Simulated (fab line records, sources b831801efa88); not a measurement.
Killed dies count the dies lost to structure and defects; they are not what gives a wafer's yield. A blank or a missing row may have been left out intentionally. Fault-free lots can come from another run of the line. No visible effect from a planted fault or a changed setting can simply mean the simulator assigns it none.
Tool commonality check || flow gf180mcu || 11 lots, 31 wafers sampled

WHY THIS WAS OPENED
1 of 11 lots carry a flag on the reading V5_CVD_00_THK at GF_V5_THK_MEAS_01. Fault-free wafers read 299 nm, with a standard deviation of 3.7.
Rule: a lot is flagged when every wafer of it that has a number lies more than 4 standard deviations from that mean, or none has a number. The other lots count as sound.

{"lot": "L640", "measured": "day 26 09:18", "on": "film metro-04", "V5_CVD_00_THK (nm), wafer by wafer": "307 298 299", "flag": ""}
{"lot": "L641", "measured": "day 26 19:22", "on": "film metro-03", "V5_CVD_00_THK (nm), wafer by wafer": "295 297 296", "flag": ""}
{"lot": "L642", "measured": "day 27 00:31", "on": "film metro-03", "V5_CVD_00_THK (nm), wafer by wafer": "301 297 297", "flag": ""}
{"lot": "L644", "measured": "day 28 01:35", "on": "film metro-01", "V5_CVD_00_THK (nm), wafer by wafer": 360, "flag": "FLAGGED"}
{"lot": "L649", "measured": "day 29 02:06", "on": "film metro-04", "V5_CVD_00_THK (nm), wafer by wafer": "302 298 299", "flag": ""}
{"lot": "L652", "measured": "day 30 06:37", "on": "film metro-03", "V5_CVD_00_THK (nm), wafer by wafer": "300 302 296", "flag": ""}
{"lot": "L653", "measured": "day 30 15:01", "on": "film metro-01", "V5_CVD_00_THK (nm), wafer by wafer": "306 302 296", "flag": ""}
{"lot": "L655", "measured": "day 31 05:21", "on": "film metro-01", "V5_CVD_00_THK (nm), wafer by wafer": "302 303 306", "flag": ""}
{"lot": "L656", "measured": "day 31 12:07", "on": "film metro-03", "V5_CVD_00_THK (nm), wafer by wafer": "295 300 301", "flag": ""}
{"lot": "L660", "measured": "day 32 08:35", "on": "film metro-01", "V5_CVD_00_THK (nm), wafer by wafer": "302 302 297", "flag": ""}
{"lot": "L663", "measured": "day 33 00:56", "on": "film metro-04", "V5_CVD_00_THK (nm), wafer by wafer": "301 301 305", "flag": ""}
Average over the flagged lots: 360 nm; offset from the usual +61 nm, equal to +16 standard deviations.

WHICH TOOL RAN EACH LOT
2 process steps preceding the reading are held in the record, out of 602 steps in the route. In each cell: the tool, then ch and the chambers that the sampled wafers went through, then the start.
{"lot": "L640", "flag": "", "GF_M5_ETCH_09": "rie diel-02 ch 0,2,3, day 26 08:31", "GF_V5_CVD_00": "hdpcvd-02 ch 0,1,2, day 26 09:14"}
{"lot": "L641", "flag": "", "GF_M5_ETCH_09": "rie diel-02 ch 0,1,2, day 26 18:37", "GF_V5_CVD_00": "hdpcvd-01 ch 0,1, day 26 19:19"}
{"lot": "L642", "flag": "", "GF_M5_ETCH_09": "rie diel-02 ch 0,2, day 26 23:46", "GF_V5_CVD_00": "hdpcvd-01 ch 0,1,2, day 27 00:27"}
{"lot": "L644", "flag": "FLAGGED", "GF_M5_ETCH_09": "rie diel-02 ch 1, day 28 00:49", "GF_V5_CVD_00": "hdpcvd-02 ch 0, day 28 01:31"}
{"lot": "L649", "flag": "", "GF_M5_ETCH_09": "rie diel-02 ch 1,2, day 29 01:22", "GF_V5_CVD_00": "hdpcvd-01 ch 0,2, day 29 02:04"}
{"lot": "L652", "flag": "", "GF_M5_ETCH_09": "rie diel-01 ch 1,2, day 30 05:52", "GF_V5_CVD_00": "hdpcvd-01 ch 0,1,2, day 30 06:33"}
{"lot": "L653", "flag": "", "GF_M5_ETCH_09": "rie diel-04 ch 0,1,3, day 30 14:17", "GF_V5_CVD_00": "hdpcvd-01 ch 0,1, day 30 14:57"}
{"lot": "L655", "flag": "", "GF_M5_ETCH_09": "rie diel-01 ch 1,2,3, day 31 04:37", "GF_V5_CVD_00": "hdpcvd-01 ch 0,1,2, day 31 05:18"}
{"lot": "L656", "flag": "", "GF_M5_ETCH_09": "rie diel-02 ch 0,1, day 31 11:20", "GF_V5_CVD_00": "hdpcvd-01 ch 0,1,2, day 31 12:02"}
{"lot": "L660", "flag": "", "GF_M5_ETCH_09": "rie diel-01 ch 1,2,3, day 32 07:41", "GF_V5_CVD_00": "hdpcvd-01 ch 0,1, day 32 08:32"}
{"lot": "L663", "flag": "", "GF_M5_ETCH_09": "rie diel-04 ch 2,3, day 33 00:10", "GF_V5_CVD_00": "hdpcvd-01 ch 1,2, day 33 00:52"}
These steps, and what they do:
- GF_M5_ETCH_09: etches Si3N4 in CF4/O2, target depth 52 nm, time 11.6 s.
- GF_V5_CVD_00: deposits SiO2, target thk 300 nm, time 50 s.
- GF_V5_THK_MEAS_01

FLAGGED AGAINST TOTAL, ONE TOOL AT A TIME (gauges that did the reading follow at the end)
{"step": "GF_M5_ETCH_09", "tool": "rie diel-01", "lots run": 3, "flagged": 0, "share of the flagged lots": "none", "sound lots run after its first flagged lot": "-"}
{"step": "GF_M5_ETCH_09", "tool": "rie diel-02", "lots run": 6, "flagged": 1, "share of the flagged lots": "all", "sound lots run after its first flagged lot": "2 (L649,L656)"}
{"step": "GF_M5_ETCH_09", "tool": "rie diel-04", "lots run": 2, "flagged": 0, "share of the flagged lots": "none", "sound lots run after its first flagged lot": "-"}
{"step": "GF_V5_CVD_00", "tool": "hdpcvd-01", "lots run": 9, "flagged": 0, "share of the flagged lots": "none", "sound lots run after its first flagged lot": "-"}
{"step": "GF_V5_CVD_00", "tool": "hdpcvd-02", "lots run": 2, "flagged": 1, "share of the flagged lots": "all", "sound lots run after its first flagged lot": 0}
{"step": "GF_V5_THK_MEAS_01", "tool": "film metro-01", "lots run": 4, "flagged": 1, "share of the flagged lots": "all", "sound lots run after its first flagged lot": "3 (L653,L655,L660)"}
{"step": "GF_V5_THK_MEAS_01", "tool": "film metro-03", "lots run": 4, "flagged": 0, "share of the flagged lots": "none", "sound lots run after its first flagged lot": "-"}
{"step": "GF_V5_THK_MEAS_01", "tool": "film metro-04", "lots run": 3, "flagged": 0, "share of the flagged lots": "none", "sound lots run after its first flagged lot": "-"}

WHAT THE TABLE PERMITS
Every flagged lot was run by 3 rows of the table: rie diel-02 at GF_M5_ETCH_09, hdpcvd-02 at GF_V5_CVD_00 and film metro-01 at GF_V5_THK_MEAS_01.
- rie diel-02 at GF_M5_ETCH_09 ran 6 lots, 1 of them flagged. Sound lots ran on it after the first flagged one (L649, L656), which a lasting fault on the whole tool wouldn't allow.
- hdpcvd-02 at GF_V5_CVD_00 ran 2 lots, 1 of them flagged. It ran its last sound lot, L640, at day 26 09:14 and its first flagged lot, L644, at day 28 01:31: a fault with its onset between the two fits. Its own readings lie more than 4 standard deviations out on every wafer of the flagged lots: sih4 flow sccm.
- film metro-01 at GF_V5_THK_MEAS_01 ran 4 lots, 1 of them flagged. Sound lots ran on it after the first flagged one (L653, L655, L660), which a lasting fault on the whole tool wouldn't allow.
Left over: one tool, hdpcvd-02 at GF_V5_CVD_00.

WHAT THE SIMULATOR HAD INSERTED
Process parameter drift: hdpcvd-02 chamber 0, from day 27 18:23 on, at GF_V5_CVD_00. The setting sih4 flow sccm was moved by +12, starting from 60. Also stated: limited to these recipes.
Struck lots among those shown: L644. Same finding as the rule above.
